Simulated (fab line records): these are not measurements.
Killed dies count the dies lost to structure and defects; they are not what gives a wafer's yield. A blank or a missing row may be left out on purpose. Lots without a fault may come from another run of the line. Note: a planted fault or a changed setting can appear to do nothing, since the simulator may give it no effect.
The tool behind it: which one? + flow sky130 + 18 wafers from 6 lots sampled at 2 of the route's 708 steps

## WHAT EACH GAUGE READ, for each wafer
SKY_LI_CONTACT_CD_MEAS_12: the cd target is 170 nm.
| lot  | measured     | on        | cd nm (nm)        |
|------|--------------|-----------|-------------------|
| L302 | day 30 13:39 | cd sem-01 | 170.6 169.9 169.3 |
| L305 | day 31 16:57 | cd sem-01 | 170.3 170.8 171.1 |
| L307 | day 32 01:59 | cd sem-02 | 171.0 168.1 168.3 |
| L309 | day 33 00:02 | cd sem-02 | 168.6 169.4 168.5 |
| L317 | day 35 10:11 | cd sem-01 | 168.6 169.2 169.4 |
| L322 | day 37 03:10 | cd sem-01 | 170.6 170.0 169.1 |

## TOOL THAT RAN EACH LOT (tool first, then ch and the chambers of the sampled wafers, then the start)
| lot  | SKY_LI_CONTACT_EXPOSE_09          |
|------|-----------------------------------|
| L302 | krf scanner-02 ch 0, day 29 22:58 |
| L305 | krf scanner-01 ch 0, day 31 01:24 |
| L307 | krf scanner-01 ch 0, day 31 13:07 |
| L309 | krf scanner-02 ch 0, day 32 09:28 |
| L317 | krf scanner-01 ch 0, day 34 19:41 |
| L322 | krf scanner-02 ch 0, day 36 14:53 |
- SKY_LI_CONTACT_EXPOSE_09: exposes mask LICM1, target cd 170 nm.

## THE ANSWER, worked out from the rows above alone
Rule: usual is defined by the lots themselves. The widest of any qualifying gaps counts: lots, ordered by their means at a reading, are off when they make up no more than a third of the lots, leave a main group of 4 or more, and stand apart from it by 3 or more times the standard deviation of that group's means. A main group is skipped when, at the precision printed for the reading in the tables above, its means are all equal. A lot without any number at a reading at which 4 lots or more have one is off too. Where the step has rows for the other lots, those lots are counted as sound.
No lot is off at any reading shown: from this, nothing can be told.

## WHAT WAS PUT IN BY THE SIMULATOR
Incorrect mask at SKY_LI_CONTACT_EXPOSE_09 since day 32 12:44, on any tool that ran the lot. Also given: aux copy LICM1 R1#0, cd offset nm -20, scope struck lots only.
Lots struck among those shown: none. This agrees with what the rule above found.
